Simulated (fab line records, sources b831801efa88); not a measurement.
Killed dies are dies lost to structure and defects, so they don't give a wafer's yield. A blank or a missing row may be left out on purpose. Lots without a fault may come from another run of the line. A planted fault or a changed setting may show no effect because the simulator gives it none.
Chamber matching | flow sky130 | SKY_CONTACT_ETCH_17 on rie_diel-01: 4 sister chambers
The step etches SiO2 in C4F8/O2/Ar, stops on Si3N4, target depth 340 nm. 4 wafers are shown with their chamber, then 8 later ones without.

WAFERS WITH THEIR CHAMBER
wafer  | chamber | rf_fwd_power_W (W)
L942.1 | 3       | 1488
L946.3 | 2       | 1484
L946.6 | 0       | 1493
L950.1 | 1       | 1488

WAFERS WITHOUT THEIR CHAMBER
wafer  | rf_fwd_power_W (W)
L950.4 | 1485
L950.6 | 1486
L952.2 | 1494
L952.3 | 1490
L952.4 | 1474
L955.2 | 1490
L955.3 | 1489
L955.6 | 1496

WHICH CHAMBER EACH WENT THROUGH
wafer  | from the rows above               | in truth
L950.4 | can't be placed: 2 or 1 or 3 or 0 | 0
L950.6 | can't be placed: 1 or 2 or 3 or 0 | 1
L952.2 | can't be placed: 0 or 1 or 3      | 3
L952.3 | can't be placed: 1 or 3 or 0 or 2 | 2
L952.4 | can't be placed: 2 or 1 or 3      | 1
L955.2 | can't be placed: 1 or 3 or 0 or 2 | 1
L955.3 | can't be placed: 1 or 3 or 0 or 2 | 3
L955.6 | can't be placed: 0 or 1 or 3      | 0
Placed correctly: 0 of 8. Can't be placed from these rows: 8 (the true chamber is among the candidates in 8). Placed wrongly: 0.
How it was worked out, from the rows above alone: a wafer's distance from a chamber is the root of the sum, over the readings, of the square of ((its reading less the chamber's mean) divided by the reading's scatter). The wafer belongs to the nearest chamber; if the next one is less than 2 further off, it can't be placed. A chamber's mean is the mean of its shown wafers. The scatter: with one shown wafer a chamber, the root of the mean of the squares of how far each hidden wafer lies from its nearest shown one.
